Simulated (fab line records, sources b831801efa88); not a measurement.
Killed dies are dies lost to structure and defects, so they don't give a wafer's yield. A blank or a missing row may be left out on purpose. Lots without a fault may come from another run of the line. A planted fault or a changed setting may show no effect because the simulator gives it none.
Split-lot experiment | flow gf180mcu | 5 lots, 23 wafers read, on a route of 602 steps

THE SPLIT
At GF_SAB_CVD_00 (deposits SiO2 from TEOS, target thk 50 nm, time 4.9302 s), the setting time_s was moved away from the recipe's 4.9302 s on 8 of the 23 wafers read, by -13.9% to +10.6%. The other wafers ran this setting at the recipe's value.

The file shows no step between the split and the reading.

THE READING
SAB_CVD_00_THK, in nm, at GF_SAB_THK_MEAS_01. Fault-free wafers of this fab line usually give 49.9 nm, standard deviation 0.66 nm.

wafer  | tool, chamber at the split | time_s as run, s | against the recipe | SAB_CVD_00_THK, nm | against lot-mates on the recipe
L076.1 | pecvd-04, 0                | 4.9302           | recipe             | 50.0               | -
L076.5 | pecvd-04, 0                | 4.9302           | recipe             | 51.0               | -
L076.6 | pecvd-04, 1                | 4.9302           | recipe             | 51.2               | -
L078.1 | pecvd-04, 1                | 4.245            | -13.9%             | 42.2               | -8.3
L078.2 | pecvd-04, 0                | 4.245            | -13.9%             | 43.2               | -7.3
L078.4 | pecvd-04, 0                | 4.9302           | recipe             | 50.8               | -
L078.5 | pecvd-04, 0                | 4.9302           | recipe             | 50.2               | -
L078.6 | pecvd-04, 1                | 4.9302           | recipe             | 50.4               | -
L082.1 | pecvd-04, 0                | 4.9302           | recipe             | 49.4               | -
L082.2 | pecvd-04, 2                | 4.9302           | recipe             | 49.6               | -
L082.3 | pecvd-04, 1                | 4.9302           | recipe             | 49.5               | -
L082.4 | pecvd-04, 1                | 4.9302           | recipe             | 50.0               | -
L082.5 | pecvd-04, 2                | 4.9302           | recipe             | 50.1               | -
L083.2 | pecvd-01, 1                | 4.9302           | recipe             | 50.1               | -
L083.3 | pecvd-01, 0                | 5.301            | +7.5%              | 53.8               | +2.9
L083.4 | pecvd-01, 2                | 5.301            | +7.5%              | 53.8               | +2.9
L083.5 | pecvd-01, 0                | 4.9302           | recipe             | 51.6               | -
L083.6 | pecvd-01, 1                | 5.301            | +7.5%              | 55.0               | +4.1
L084.2 | pecvd-04, 2                | 5.455            | +10.6%             | 54.9               | +4.1
L084.3 | pecvd-04, 0                | 5.455            | +10.6%             | 54.4               | +3.6
L084.4 | pecvd-04, 0                | 4.9302           | recipe             | 50.5               | -
L084.5 | pecvd-04, 1                | 5.455            | +10.6%             | 55.4               | +4.6
L084.6 | pecvd-04, 2                | 4.9302           | recipe             | 51.1               | -

THE FIT
A straight line over all 23 wafers: SAB_CVD_00_THK changes by +0.501 nm for each +1% of time_s; r = +0.98; the points scatter about the line by 0.7 nm.
The same after taking each lot's own level away (the mean of its wafers on the recipe; 23 wafers): +0.479 nm for each +1%; r = +0.98; scatter 0.65 nm.
On that fit, the largest move of time_s shifts the reading by 6.7 nm.
The lots' own levels span 49.72 to 50.85 nm, that is 1.7 times the standard deviation above.
So the lot-to-lot level changes the slope little: the two slopes agree.
Check: with one of the wafers moved furthest among these (-13.9%) left out of the fit, the line predicts -6.33 nm for it against its lot-mates. It came out at -8.27 nm against them.

OTHER SPLITS ON THESE WAFERS
These wafers also went through other splits before the reading. Each is held against what the fit with the lots' levels taken away leaves over:
other split on the same wafers | wafers away from the commonest value | r with SAB_CVD_00_THK (lot level and that fit taken away)
GF_PSD_IMPLANT_09 energy_kev   | 9                                    | -0.02

THE WHOLE CHAIN: every reading that the file lists as answering this split, in the file's order
step               | what it does                                             | reading                                                                    | change (the file's fit)               | r (the file's)
GF_SAB_CVD_00      | deposits SiO2 from TEOS, target thk 50 nm, time 4.9302 s | SiO2_of_SAB_CVD_00.thk_nm (the simulator's own value, which no gauge read) | +0.485 nm for each +1% of the setting | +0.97
GF_SAB_THK_MEAS_01 |                                                          | SAB_CVD_00_THK                                                             | +0.487 for each +1% of the setting    | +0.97

THE FILE'S OWN FIT
SAB_CVD_00_THK changes by +0.487 nm for each +1% of time_s, r = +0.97.
